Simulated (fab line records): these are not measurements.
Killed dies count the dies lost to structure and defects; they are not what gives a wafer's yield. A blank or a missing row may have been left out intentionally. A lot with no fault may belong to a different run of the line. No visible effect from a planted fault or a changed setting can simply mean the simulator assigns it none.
Which tool was responsible? / flow sky130 / 11 lots with 33 wafers sampled at 2 steps, on a route of 708 steps

WHAT EACH GAUGE READ, for each wafer
SKY_CAP2M_THK_MEAS_04: measures by xrf. Usual: CAP2M_TIN_THK 201.5 nm, standard deviation 2.4.
lot=L451; measured=day 41 05:48; on=film metro-01; CAP2M_TIN_THK (nm)=201.7 202.4 201.1; flag=
lot=L453; measured=day 41 14:03; on=film metro-02; CAP2M_TIN_THK (nm)=205.1 205.6 203.1; flag=
lot=L457; measured=day 42 11:35; on=film metro-02; CAP2M_TIN_THK (nm)=201.5 199.2 201.8; flag=
lot=L456; measured=day 42 11:54; on=film metro-02; CAP2M_TIN_THK (nm)=201.0 200.9 201.2; flag=
lot=L458; measured=day 42 19:59; on=film metro-03; CAP2M_TIN_THK (nm)=201.5 201.9 200.4; flag=
lot=L462; measured=day 43 16:29; on=film metro-01; CAP2M_TIN_THK (nm)=205.2 199.0 200.3; flag=
lot=L463; measured=day 44 03:57; on=film metro-02; CAP2M_TIN_THK (nm)=204.0 203.6 203.2; flag=
lot=L465; measured=day 44 11:52; on=film metro-03; CAP2M_TIN_THK (nm)=202.9 202.8 201.5; flag=
lot=L466; measured=day 44 16:16; on=film metro-01; CAP2M_TIN_THK (nm)=199.1 197.3 203.1; flag=
lot=L467; measured=day 45 00:50; on=film metro-03; CAP2M_TIN_THK (nm)=200.2 198.4 199.0; flag=
lot=L472; measured=day 46 03:24; on=film metro-02; CAP2M_TIN_THK (nm)=203.5 204.4 203.5; flag=

TOOL THAT RAN EACH LOT (tool first, then ch and the chambers of the sampled wafers, then the start)
lot=L451; SKY_METAL4_SPUTTER_03=pvd sputter-03, day 41 05:25
lot=L453; SKY_METAL4_SPUTTER_03=pvd sputter-03, day 41 13:40
lot=L457; SKY_METAL4_SPUTTER_03=pvd sputter-03, day 42 11:12
lot=L456; SKY_METAL4_SPUTTER_03=pvd sputter-02, day 42 11:30
lot=L458; SKY_METAL4_SPUTTER_03=pvd sputter-02, day 42 19:36
lot=L462; SKY_METAL4_SPUTTER_03=pvd sputter-03, day 43 16:06
lot=L463; SKY_METAL4_SPUTTER_03=pvd sputter-03, day 44 03:34
lot=L465; SKY_METAL4_SPUTTER_03=pvd sputter-04, day 44 11:29
lot=L466; SKY_METAL4_SPUTTER_03=pvd sputter-03, day 44 15:52
lot=L467; SKY_METAL4_SPUTTER_03=pvd sputter-04, day 45 00:27
lot=L472; SKY_METAL4_SPUTTER_03=pvd sputter-02, day 46 03:01
- SKY_METAL4_SPUTTER_03: material Ti, target thk 5 nm, time 3.3 s.

WHAT THE TOOLS THEMSELVES READ (means of the sampled wafers that have a number; where no wafer has one, the mark that the record gives instead)
SKY_METAL4_SPUTTER_03. Usual: throttle valve pct reads 30.4 % (standard deviation 0.93).
lot=L451; tool=pvd sputter-03; throttle valve pct (%)=31.1; flag=
lot=L453; tool=pvd sputter-03; throttle valve pct (%)=30.3; flag=
lot=L457; tool=pvd sputter-03; throttle valve pct (%)=30.8; flag=
lot=L456; tool=pvd sputter-02; throttle valve pct (%)=29.5; flag=
lot=L458; tool=pvd sputter-02; throttle valve pct (%)=30.6; flag=
lot=L462; tool=pvd sputter-03; throttle valve pct (%)=30.4; flag=
lot=L463; tool=pvd sputter-03; throttle valve pct (%)=29.8; flag=
lot=L465; tool=pvd sputter-04; throttle valve pct (%)=29.8; flag=
lot=L466; tool=pvd sputter-03; throttle valve pct (%)=31.1; flag=
lot=L467; tool=pvd sputter-04; throttle valve pct (%)=30.1; flag=
lot=L472; tool=pvd sputter-02; throttle valve pct (%)=29.6; flag=

THE ANSWER, worked out from the rows above alone
Rule: a lot counts as off when the mean over its wafers that have a number is more than 3 standard deviations away from the usual mean. A lot without any number at a reading at which 4 lots or more have one is off too. All remaining lots with rows at the step are treated as sound. Order of review: gauges by route order, followed by the tools' own readings, for which a lot's mean as printed above is used. The first step at which some lot is off is used, and at that step the reading that is off furthest; a lot without a number counts as furthest.
No lot is off on any of the readings shown, so nothing can be concluded from this.

WHAT THE SIMULATOR PUT IN
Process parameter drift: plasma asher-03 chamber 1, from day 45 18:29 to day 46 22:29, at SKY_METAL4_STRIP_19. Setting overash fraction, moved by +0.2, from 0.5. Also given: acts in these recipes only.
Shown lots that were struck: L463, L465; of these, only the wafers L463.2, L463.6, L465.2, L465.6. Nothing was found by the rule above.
